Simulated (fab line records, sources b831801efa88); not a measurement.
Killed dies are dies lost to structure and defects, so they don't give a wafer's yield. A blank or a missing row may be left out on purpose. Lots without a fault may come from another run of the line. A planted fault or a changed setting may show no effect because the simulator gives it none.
Chamber matching | flow sky130 | SKY_VIA3_CMP_24 on cmp-01: 4 sister chambers
The step polishes, stops on SiO2, t overpolish 20 s, target thk 0 nm. 30 wafers are shown with their chamber, then 12 later ones without.

WAFERS WITH THEIR CHAMBER
wafer  | chamber | motor_current_A (A) | time_to_endpoint_s (s) | overpolish_run_s (s)
L074.1 | 2       | 9.3                 | 96                     | 19.988
L074.2 | 3       | 8.6                 | 94                     | 20.008
L074.3 | 0       | 11.6                | 100                    | 20.005
L076.2 | 2       | 9.2                 | 92                     | 20.029
L076.4 | 0       | 11.1                | 97                     | 19.983
L076.5 | 3       | 8.4                 | 99                     | 19.995
L079.1 | 3       | 8.8                 | 95                     | 20.009
L079.2 | 2       | 9.4                 | 87                     | 20.000
L079.5 | 3       | 8.9                 | 89                     | 20.004
L081.1 | 1       | 9.6                 | 92                     | 20.015
L081.3 | 2       | 9.3                 | 97                     | 20.014
L081.4 | 3       | 8.9                 | 95                     | 19.993
L082.1 | 2       | 9.6                 | 94                     | 19.999
L082.2 | 1       | 9.2                 | 94                     | 19.996
L082.4 | 0       | 10.6                | 98                     | 20.003
L083.1 | 1       | 9.4                 | 88                     | 20.005
L083.4 | 3       | 8.6                 | 93                     | 19.997
L083.6 | 3       | 8.9                 | 91                     | 19.992
L085.2 | 3       | 8.6                 | 92                     | 20.006
L085.4 | 1       | 9.4                 | 93                     | 19.995
L085.5 | 2       | 9.8                 | 91                     | 20.000
L084.1 | 0       | 11.5                | 95                     | 20.009
L084.3 | 2       | 9.7                 | 95                     | 19.994
L084.4 | 3       | 8.5                 | 95                     | 19.998
L088.1 | 0       | 11.3                | 97                     | 19.991
L088.5 | 1       | 9.2                 | 94                     | 19.996
L088.6 | 2       | 9.5                 | 96                     | 19.999
L089.1 | 1       | 9.4                 | 93                     | 20.006
L089.5 | 2       | 9.7                 | 91                     | 20.013
L089.6 | 1       | 9.1                 | 91                     | 20.002

SIGNATURES (means of the wafers above)
reading            | chamber 0 | chamber 1 | chamber 2 | chamber 3 | scatter within a chamber
motor_current_A    | 11.220    | 9.329     | 9.500     | 8.689     | 0.236
time_to_endpoint_s | 97.40     | 92.14     | 93.22     | 93.67     | 2.7
overpolish_run_s   | 19.99820  | 20.00214  | 20.00400  | 20.00022  | 0.00956
Rule: a wafer's distance from a chamber is the root of the sum, over the readings, of the square of ((its reading less the chamber's mean) divided by the reading's scatter). The wafer belongs to the nearest chamber; if the next one is less than 2 further off, it can't be placed. The scatter: the root of (the sum of the squares of (reading less its chamber's mean) over the shown wafers, divided by (wafers less chambers)).

WAFERS WITHOUT THEIR CHAMBER
wafer  | motor_current_A (A) | time_to_endpoint_s (s) | overpolish_run_s (s)
L090.2 | 9.7                 | 90                     | 20.021
L090.3 | 11.7                | 94                     | 20.005
L090.4 | 10.0                | 92                     | 20.012
L094.1 | 9.5                 | 93                     | 20.003
L094.2 | 11.5                | 92                     | 19.991
L094.6 | 8.7                 | 90                     | 20.003
L095.1 | 9.4                 | 91                     | 19.998
L095.2 | 9.0                 | 92                     | 19.999
L095.4 | 11.0                | 94                     | 19.996
L097.1 | 8.7                 | 90                     | 19.991
L097.5 | 9.6                 | 91                     | 19.992
L097.6 | 11.7                | 89                     | 19.984

WHICH CHAMBER EACH WENT THROUGH
wafer  | from the rows above          | in truth
L090.2 | can't be placed: 2 or 1      | 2
L090.3 | 0                            | 0
L090.4 | can't be placed: 2 or 1      | 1
L094.1 | can't be placed: 2 or 1      | 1
L094.2 | 0                            | 0
L094.6 | can't be placed: 3 or 1      | 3
L095.1 | can't be placed: 1 or 2      | 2
L095.2 | can't be placed: 1 or 3 or 2 | 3
L095.4 | 0                            | 0
L097.1 | can't be placed: 3 or 1      | 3
L097.5 | can't be placed: 2 or 1      | 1
L097.6 | 0                            | 0
Placed correctly: 4 of 12. Can't be placed from these rows: 8 (the true chamber is among the candidates in 8). Placed wrongly: 0.
